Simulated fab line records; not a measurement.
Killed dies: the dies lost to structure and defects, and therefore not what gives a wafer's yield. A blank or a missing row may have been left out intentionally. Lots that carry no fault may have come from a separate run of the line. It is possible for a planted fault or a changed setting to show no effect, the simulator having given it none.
The same fault as seen by 2 desks / flow sky130 / each desk has only its own numbers; what lay behind them comes last

## DESK OF THE TOOL OWNER: rie_diel-02
The tool's own readings at SKY_VIA1_ETCH_14 (etches BARC in N2/H2, stops on SiO2, time 45.9 s, target depth 60 nm): means of the sampled wafers that have a number, for each lot that ran on this tool. Marked OUT: a lot whose mean sits more than 4 standard deviations from the usual mean, which makes it out of limits; the brackets give that distance.
Columns: A = drypump_motor_current_A at SKY_VIA1_ETCH_14, usual 5.7 A; B = oes_product_au at SKY_VIA1_ETCH_14, usual 0.855 a.u.; C = run_length_s at SKY_VIA1_ETCH_14, usual 74.2 s; D = throttle_valve_pct at SKY_VIA1_ETCH_14, usual 13.225 %
lot=L849; first seen here=day 34 16:10; A=5.6; B=0.858; C=74.4; D=13.229
lot=L855; first seen here=day 36 05:49; A=5.7; B=0.954 (+20) OUT; C=63.3 (-28) OUT; D=13.238
lot=L857; first seen here=day 37 02:56; A=5.3; B=0.899 (+8.8) OUT; C=68.8 (-14) OUT; D=13.228
lot=L869; first seen here=day 40 03:38; A=5.3; B=0.854; C=74.1; D=13.224
lot=L872; first seen here=day 40 17:55; A=5.8; B=0.852; C=74.4; D=13.220
This desk's finding: out of limits on L855, L857; first on L855, day 36 05:49 (oes_product_au at SKY_VIA1_ETCH_14). Within limits: L849, L869, L872.

## THE METROLOGY DESK
What the gauges read, lot by lot, whatever tool the lot ran on: means of the sampled wafers that have a number. Marked OUT: a lot whose mean sits more than 4 standard deviations from the usual mean, which makes it out of limits; the brackets give that distance.
Columns: A = cd_nm at SKY_LDD_P_CD_MEAS_07, usual 380.3 nm; B = SPACER_CVD_00_THK at SKY_SPACER_THK_MEAS_01, usual 43.2 nm; C = LI_CONTACT_BOW at SKY_LI_CONTACT_BOW_MEAS_03, usual 55 um
lot=L849; first seen here=day 19 20:20; A=381.6; B=42.5; C=55
lot=L852; first seen here=day 20 23:14; A=382.6; B=43.7; C=55
lot=L855; first seen here=day 21 17:01; A=375.6; B=43.3; C=58
lot=L857; first seen here=day 22 17:37; A=376.9; B=42.6; C=55
lot=L861; first seen here=day 23 17:45; A=381.5; B=43.3; C=62
lot=L862; first seen here=day 24 11:17; A=383.3; B=43.8; C=59
lot=L863; first seen here=day 24 18:56; A=380.1; B=43.1; C=51
lot=L864; first seen here=day 25 07:01; A=380.9; B=44.0; C=53
lot=L866; first seen here=day 25 12:37; A=376.1; B=43.2; C=50
lot=L867; first seen here=day 25 18:41; A=376.8; B=43.0; C=56
lot=L868; first seen here=day 26 04:16; A=379.6; B=43.6; C=51
lot=L869; first seen here=day 26 05:20; A=379.7; B=43.3; C=52
lot=L871; first seen here=day 26 17:40; A=376.2; B=43.3; C=55
lot=L872; first seen here=day 26 23:20; A=380.0; B=42.9; C=47
Result from this desk: across the 14 lots, nothing is out of limits.

## PUT TOGETHER
The tool owner's desk had the chance to raise an alarm at day 36 05:49 on L855, L857.
At the metrology desk, nothing out of limits was observed.
The metrology desk has L855, L857 on record, within its limits.
All the named lots went through SKY_VIA1_ETCH_14 on rie_diel-02.

## WHAT THE SIMULATOR PUT IN
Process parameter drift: rie_diel-02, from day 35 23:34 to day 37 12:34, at SKY_VIA1_ETCH_14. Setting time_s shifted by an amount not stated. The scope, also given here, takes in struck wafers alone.
Struck lots among those shown: L855, L857.
Delay in hours, fault start to first out-of-limits reading, by desk: the tool owner's desk at 6.
